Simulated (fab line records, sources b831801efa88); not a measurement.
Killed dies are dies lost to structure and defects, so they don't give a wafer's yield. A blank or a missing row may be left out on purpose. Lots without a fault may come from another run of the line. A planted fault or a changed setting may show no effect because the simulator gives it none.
Problem report in the 8D (eight disciplines) form, filled by code | flow sky130 | the parts of the form that need people (team, actions taken, sign-off) are left out

1. THE PROBLEM
VIA4_W_RS at SKY_VIA4_RS_MEAS_19 reads a mean of 0.266 ohm/sq on 2 wafers of 1 lot; wafers without a fault read 0.226 ohm/sq with a standard deviation of 0.0035. That is +11 standard deviations from the usual mean.
The step: measures by four-point-probe.
First seen on wafer L628.2, day 46 23:32, on film_metro-03. The record holds 33 wafers of 11 lots with a number at this step. Rule for "out", or "out of limits": more than 4 standard deviations from the usual mean. The other wafers with a number count as sound.

2. WHAT IT IS AND WHAT IT IS NOT
question                    | is                | is not
which readings at this step | VIA4_W_RS         | -
which lots                  | L628              | L618, L619, L620, L622, L630, L633, L634, L637, L638, L641
which wafers of those lots  | L628.2, L628.4    | L628.3
read on which gauges        | film_metro-03     | film_metro-01, film_metro-02
when                        | from day 46 23:32 | up to then (13 sound wafers); but 18 sound wafers of L630, L633, L634, L637, L638, L641 came after

3. SUSPECTS, AND WHAT RULES EACH OUT
Counting: a tool at a process step up to the reading stays a suspect if it ran every lot that is out. Sound lots after the first of them don't rule it out here, since some wafers of a struck lot are sound.
- the gauge at SKY_VIA4_RS_MEAS_19: kept. All the wafers that are out were read on film_metro-03, and no step on other tools shows them out.
- rie_diel-01 at SKY_VIA3_ETCH_14 (etches BARC in N2/H2, stops on SiO2, time 45.9 s, target depth 60 nm): kept. It ran the lot that is out, L628 (day 44 04:39); its last sound lot up to then is L622 (day 44 00:58).
- pvd_sputter-01 at SKY_METAL4_SPUTTER_00 (material Ti, target thk 15 nm, time 10 s): kept. It ran the lot that is out, L628 (day 44 06:02); its last sound lot up to then is L622 (day 44 02:22).
- cvd_w-01 at SKY_VIA4_CVD_18 (deposits W, target thk 505 nm, time 152.14 s): kept. It ran the lot that is out, L628 (day 46 23:22); its last sound lot up to then is L618 (day 42 13:29).
- Within rie_diel-01 at SKY_VIA3_ETCH_14: the wafers that are out ran in chambers 0, 1; their sound lot-mates ran in chamber 2.
- Within cvd_w-01 at SKY_VIA4_CVD_18: the wafers that are out ran in chamber 1; their sound lot-mates ran in chamber 0.
Left after counting: rie_diel-01 at SKY_VIA3_ETCH_14, pvd_sputter-01 at SKY_METAL4_SPUTTER_00, cvd_w-01 at SKY_VIA4_CVD_18, film_metro-03 at SKY_VIA4_RS_MEAS_19.

4. THE CAUSE (what the simulator had put in)
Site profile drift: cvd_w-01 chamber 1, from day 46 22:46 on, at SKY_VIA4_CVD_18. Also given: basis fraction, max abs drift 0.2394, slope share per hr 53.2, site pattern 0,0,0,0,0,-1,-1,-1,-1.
Counting left 4 suspects, and this tool is among them.

5. THE CHAIN OF EFFECTS, in route order
Each row: a reading whose mean over the struck wafers that have a number lies more than 3 standard deviations from the usual. Only readings for which the record gives a usual standard deviation are gone through. hours: the time from each lot's start at the first step in this table that gives one to its start at this step, as a median over the lots. sigmas: the change in usual standard deviations.
hours | step                 | reading    | usual        | on struck wafers | change | sigmas
0     | SKY_VIA4_RS_MEAS_19  | VIA4_W_RS  | 0.226 ohm/sq | 0.266            | +0.040 | +11
0     | SKY_VIA4_THK_MEAS_20 | VIA4_W_THK | 499 nm       | 440              | -60    | -6.2

6. WHAT WOULD HAVE CAUGHT IT SOONER
In this record the first reading out of limits at a measuring or inspecting step was taken at day 46 23:32, 1 hour after the fault began at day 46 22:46.
Of the tool readings at SKY_VIA4_CVD_18 for which the record gives a usual standard deviation, none was out on any struck wafer, so an alarm limit of 4 standard deviations on them would not have fired.
All the lots that are out (1) had begun SKY_VIA4_CVD_18 on cvd_w-01 by day 46 23:32. A hold on the tool at that time would have spared none of them.
